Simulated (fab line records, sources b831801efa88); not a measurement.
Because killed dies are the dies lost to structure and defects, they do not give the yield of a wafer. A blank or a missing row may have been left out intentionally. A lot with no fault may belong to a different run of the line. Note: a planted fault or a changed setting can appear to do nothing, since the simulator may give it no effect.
8D (eight disciplines) problem report, filled in by code | flow sky130 | the parts of the form that need people (team, actions taken, sign-off) are left out

== 1. WHAT WENT WRONG ==
Across 6 wafers from 2 lots, POLY_GATE_CVD_00_THK at SKY_POLY_GATE_THK_MEAS_01 averages 149.1 nm, while fault-free wafers read 180.2 nm with a standard deviation of 1.8. Measured from the usual mean, that is -17 standard deviations.
The first sign was on wafer L269.3 at day 19 06:11, on filmMetro-04. Wafers with a number at this step in the record: 30, from 10 lots. Rule for "out" (also "out of limits"): further than 4 standard deviations from the usual mean. All remaining wafers that have a number are taken as sound.

== 2. WHAT THIS IS AND IS NOT ==
question                    | is                         | is not
which readings at this step | POLY_GATE_CVD_00_THK       | -
which lots                  | L269, L270                 | L254, L256, L257, L262, L263, L267, L268, L277
which wafers of those lots  | all that have a number     | -
read on which gauges        | filmMetro-01, filmMetro-04 | filmMetro-02
when                        | from day 19 06:11          | up to then (21 sound wafers); but 3 sound wafers of L277 came after

== 3. THE SUSPECTS, EACH WITH WHAT RULES IT OUT ==
Counting: any tool at a process step up to the reading is kept as a suspect provided that every lot that is out went through it and no sound lot did after the first of them.
- the gauge at SKY_POLY_GATE_THK_MEAS_01: ruled out. Those wafers that are out were read across 2 gauges (filmMetro-01, filmMetro-04).
- lpcvd-01 at SKY_POLY_GATE_CVD_00 (deposits poly-Si, target thk 180 nm, time 720 s): ruled out as a lasting fault. Following L269 (day 19 04:58), the first lot on it that is out, the sound lots L277 were run on it.
Left after counting: nothing in the record.

== 4. THE CAUSE (what the simulator had put in) ==
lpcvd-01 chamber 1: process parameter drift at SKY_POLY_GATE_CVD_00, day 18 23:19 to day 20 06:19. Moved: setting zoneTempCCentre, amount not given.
Counting ruled it out, wrongly: the rule takes a fault to strike every lot that its tool runs from its start on, and this one did not.

== 5. SEQUENCE OF EFFECTS, ordered by route ==
Each row: a reading where the mean over the struck wafers with a number is more than 3 standard deviations away from the usual. Readings are gone through only where the record gives a usual standard deviation; hours: the median, over the lots, of the time from a lot's start at the first step in this table giving one to that lot's start at this step; sigmas: the change measured in usual standard deviations.
hours | step                      | reading              | usual      | on struck wafers | change | sigmas
0     | SKY_POLY_GATE_CVD_00      | spikeTcCentreC       | 620.8 C    | 592.1            | -28.7  | -24
0     | SKY_POLY_GATE_CVD_00      | spikeTcLowerC        | 620.6 C    | 624.1            | +3.5   | +3.5
0     | SKY_POLY_GATE_CVD_00      | spikeTcUpperC        | 619.2 C    | 623.6            | +4.4   | +4.0
0     | SKY_POLY_GATE_CVD_00      | zonePowerCentrePct   | 9.4 %      | 4.0              | -5.4   | -5.4
0     | SKY_POLY_GATE_CVD_00      | zonePowerLowerPct    | 7.9 %      | 9.6              | +1.7   | +4.0
1     | SKY_POLY_GATE_THK_MEAS_01 | POLY_GATE_CVD_00_THK | 180.2 nm   | 149.1            | -31.1  | -17
66    | SKY_POLY_GATE_ETCH_17     | oesProductAu         | 0.988 a.u. | 0.868            | -0.120 | -18
Its process steps:
- SKY_POLY_GATE_CVD_00: deposits poly-Si, target thk 180 nm, time 720 s.
- SKY_POLY_GATE_ETCH_17: etches poly-Si in HBr/Cl2, stops on SiO2, target depth 180 nm, time 70.5 s.

== 6. WHAT WOULD HAVE CAUGHT IT SOONER ==
In this record the first reading out of limits at a measuring or inspecting step was taken at day 19 06:11, 7 hours after the fault began at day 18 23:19.
The tool's own readings at SKY_POLY_GATE_CVD_00 were out on every struck wafer that the step has a row for (spikeTcCentreC, zonePowerCentrePct): an alarm limit on them would have fired on the first of those.
